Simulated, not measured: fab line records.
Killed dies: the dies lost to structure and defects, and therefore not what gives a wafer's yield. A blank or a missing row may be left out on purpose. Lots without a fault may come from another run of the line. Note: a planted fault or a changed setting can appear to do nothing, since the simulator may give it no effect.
Which tool is to blame? | flow sky130 | Sampling: 10 lots, 30 wafers, 6 of 708 route steps

## WHAT THE GAUGES SHOWED, per wafer
SKY_VIA2_CD_MEAS_12: target cd 200 nm. Usual: 200.0 nm for cd-nm, sd 1.3.
lot  | measured     | on        | cd-nm (nm)        | flag
L604 | day 37 23:24 | cd-sem-02 | 199.8 199.0 200.5 |
L605 | day 38 07:18 | cd-sem-01 | 201.4 201.2 200.2 |
L606 | day 38 09:42 | cd-sem-02 | 199.3 199.7 198.6 |
L612 | day 40 16:06 | cd-sem-01 | 200.6 200.1 200.8 |
L613 | day 40 19:28 | cd-sem-02 | 202.6 201.7 202.0 |
L614 | day 41 05:24 | cd-sem-02 | 198.9 196.4 196.9 |
L620 | day 42 19:45 | cd-sem-01 | 201.9 200.3 202.5 |
L621 | day 42 22:01 | cd-sem-01 | 200.7 199.5 199.9 |
L625 | day 44 00:15 | cd-sem-02 | 200.0 200.3 200.2 |
L626 | day 44 05:37 | cd-sem-01 | 201.7 200.5 200.0 |

SKY_VIA2_OVL_MEAS_13. Usual: VIA2_OVL typically reads -1 nm, with standard deviation 5.6.
lot  | measured     | on         | VIA2_OVL (nm) | flag
L604 | day 37 23:31 | overlay-01 | -12 0 -7      |
L605 | day 38 07:25 | overlay-01 | 1 1 -2        |
L606 | day 38 09:49 | overlay-01 | 6 7 1         |
L612 | day 40 16:13 | overlay-02 | 3 6 -6        |
L613 | day 40 19:35 | overlay-01 | 2 -3 -2       |
L614 | day 41 05:31 | overlay-01 | 3 9 2         |
L620 | day 42 19:52 | overlay-01 | -2 -10 2      |
L621 | day 42 22:08 | overlay-01 | -3 -1 -4      |
L625 | day 44 00:22 | overlay-01 | 2 -3 1        |
L626 | day 44 05:44 | overlay-01 | 2 -3 8        |

SKY_CAPM_RS_MEAS_03: uses a four-point probe to measure. Usual: CAPM_TIN_RS typically reads 6.71 ohm/sq, with standard deviation 0.088.
lot  | measured     | on            | CAPM_TIN_RS (ohm/sq) | flag
L604 | day 38 01:16 | film-metro-02 | 6.66 6.58 6.65       |
L605 | day 38 09:11 | film-metro-03 | 6.90 6.80 6.71       |
L606 | day 38 11:34 | film-metro-03 | 6.60 6.72 6.79       |
L612 | day 40 18:18 | film-metro-03 | 6.65 6.67 6.58       |
L613 | day 40 21:21 | film-metro-04 | 7.02 7.08 7.15       | OFF
L614 | day 41 07:23 | film-metro-03 | 7.03 7.03 7.07       | OFF
L620 | day 42 21:38 | film-metro-04 | 6.70 6.68 6.81       |
L621 | day 42 23:55 | film-metro-03 | 6.80 6.81 6.72       |
L625 | day 44 02:10 | film-metro-04 | 6.75 6.69 6.75       |
L626 | day 44 07:31 | film-metro-04 | 6.81 6.74 6.79       |

SKY_CAPM_THK_MEAS_04: measures by xrf. Usual: CAPM_TIN_THK typically reads 208 nm, with standard deviation 3.
lot  | measured     | on            | CAPM_TIN_THK (nm) | flag
L604 | day 38 01:23 | film-metro-02 | 209 211 208       |
L605 | day 38 09:19 | film-metro-03 | 202 205 207       |
L606 | day 38 11:41 | film-metro-03 | 211 207 205       |
L612 | day 40 18:25 | film-metro-03 | 208 210 211       |
L613 | day 40 21:28 | film-metro-04 | 200 200 196       | OFF
L614 | day 41 07:31 | film-metro-03 | 198 199 198       | OFF
L620 | day 42 21:46 | film-metro-04 | 210 210 207       |
L621 | day 43 00:01 | film-metro-03 | 204 204 206       |
L625 | day 44 02:17 | film-metro-04 | 207 209 206       |
L626 | day 44 07:38 | film-metro-04 | 205 207 205       |

## WHAT TOOL EACH LOT RAN ON (gives the tool, then ch and the chambers of the sampled wafers, and finally the start)
lot  | SKY_METAL3_SPUTTER_04        | SKY_CAPM_SPUTTER_02
L604 | pvd-sputter-01, day 38 01:02 | pvd-sputter-04, day 38 01:10
L605 | pvd-sputter-02, day 38 08:57 | pvd-sputter-01, day 38 09:05
L606 | pvd-sputter-03, day 38 11:20 | pvd-sputter-04, day 38 11:28
L612 | pvd-sputter-02, day 40 18:04 | pvd-sputter-04, day 40 18:11
L613 | pvd-sputter-02, day 40 21:05 | pvd-sputter-04, day 40 21:13
L614 | pvd-sputter-02, day 41 07:02 | pvd-sputter-04, day 41 07:10
L620 | pvd-sputter-02, day 42 21:23 | pvd-sputter-01, day 42 21:32
L621 | pvd-sputter-03, day 42 23:39 | pvd-sputter-02, day 42 23:47
L625 | pvd-sputter-03, day 44 01:56 | pvd-sputter-01, day 44 02:04
L626 | pvd-sputter-02, day 44 07:16 | pvd-sputter-01, day 44 07:23
- SKY_METAL3_SPUTTER_04: material TiN, target thk 70 nm, time 58.3 s.
- SKY_CAPM_SPUTTER_02: material TiN, target thk 200 nm, time 171.6 s.

## AS READ BY THE TOOLS THEMSELVES (means over the sampled wafers that have a number; for cases with no such wafer, the mark the record gives instead)
SKY_METAL3_SPUTTER_04. Usual: cathode-dc-power-W 6500.2 W, standard deviation 1.1; throttle-valve-pct 30.2 %, standard deviation 1.1.
lot  | tool           | cathode-dc-power-W (W) | throttle-valve-pct (%) | flag
L604 | pvd-sputter-01 | 6499.8                 | 30.2                   |
L605 | pvd-sputter-02 | 6499.5                 | 30.4                   |
L606 | pvd-sputter-03 | 6500.1                 | 30.6                   |
L612 | pvd-sputter-02 | 6500.5                 | 30.9                   |
L613 | pvd-sputter-02 | 6500.3                 | 30.7                   |
L614 | pvd-sputter-02 | 6500.8                 | 30.5                   |
L620 | pvd-sputter-02 | 6499.3                 | 31.0                   |
L621 | pvd-sputter-03 | 6500.0                 | 30.3                   |
L625 | pvd-sputter-03 | 6500.7                 | 30.6                   |
L626 | pvd-sputter-02 | 6499.4                 | 30.3                   |

SKY_CAPM_SPUTTER_02. Usual: cathode-dc-power-W 6499.8 W, standard deviation 1.2; throttle-valve-pct 30.4 %, standard deviation 0.94.
lot  | tool           | cathode-dc-power-W (W) | throttle-valve-pct (%) | flag
L604 | pvd-sputter-04 | 6501.5                 | 30.7                   |
L605 | pvd-sputter-01 | 6499.7                 | 30.3                   |
L606 | pvd-sputter-04 | 6500.6                 | 30.7                   |
L612 | pvd-sputter-04 | 6500.4                 | 30.9                   |
L613 | pvd-sputter-04 | 6089.5                 | 30.7                   | OFF
L614 | pvd-sputter-04 | 6088.6                 | 30.6                   | OFF
L620 | pvd-sputter-01 | 6500.6                 | 29.4                   |
L621 | pvd-sputter-02 | 6499.0                 | 30.9                   |
L625 | pvd-sputter-01 | 6499.2                 | 29.4                   |
L626 | pvd-sputter-01 | 6499.0                 | 28.6                   |

## THE ANSWER, worked out from the rows above alone
Rule: a lot counts as off when the mean over its wafers that have a number is more than 3 standard deviations away from the usual mean. Also off: a lot with no number at a reading for which 4 or more lots have one. Any other lot the step has rows for is counted as sound. First the gauges in route order, then the tools' own readings, where a lot's mean is used as printed above. At the first step where some lot is off, the reading lying furthest off is the one used; lots without a number count as furthest.
Off: L613, L614, at SKY_CAPM_RS_MEAS_03 (CAPM_TIN_RS).
If a tool, at a process step before that reading, ran all the lots that are off and no sound lot after the first of them, it fits. The gauges at SKY_CAPM_RS_MEAS_03 aren't tried: what is off there is off at SKY_CAPM_SPUTTER_02 too, on other tools, and a gauge's error can't cause that. One candidate fits, namely pvd-sputter-04 at SKY_CAPM_SPUTTER_02. A fault onset in the window from L612 (day 40 18:11, its last sound lot) to L613 (day 40 21:13, its first lot off) fits.
The tool's own readings at SKY_CAPM_SPUTTER_02 bear it out: on the lots that are off they differ by more than 5 times the standard deviation of the sound lots' means. cathode-dc-power-W reads 6089.1 W there against 6500.0 W on the sound lots.

## WHAT THE SIMULATOR HAD PUT IN
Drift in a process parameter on pvd-sputter-04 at SKY_CAPM_SPUTTER_02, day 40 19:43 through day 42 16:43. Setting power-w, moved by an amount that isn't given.
Shown lots that were struck: L613, L614. The rule above found the same.
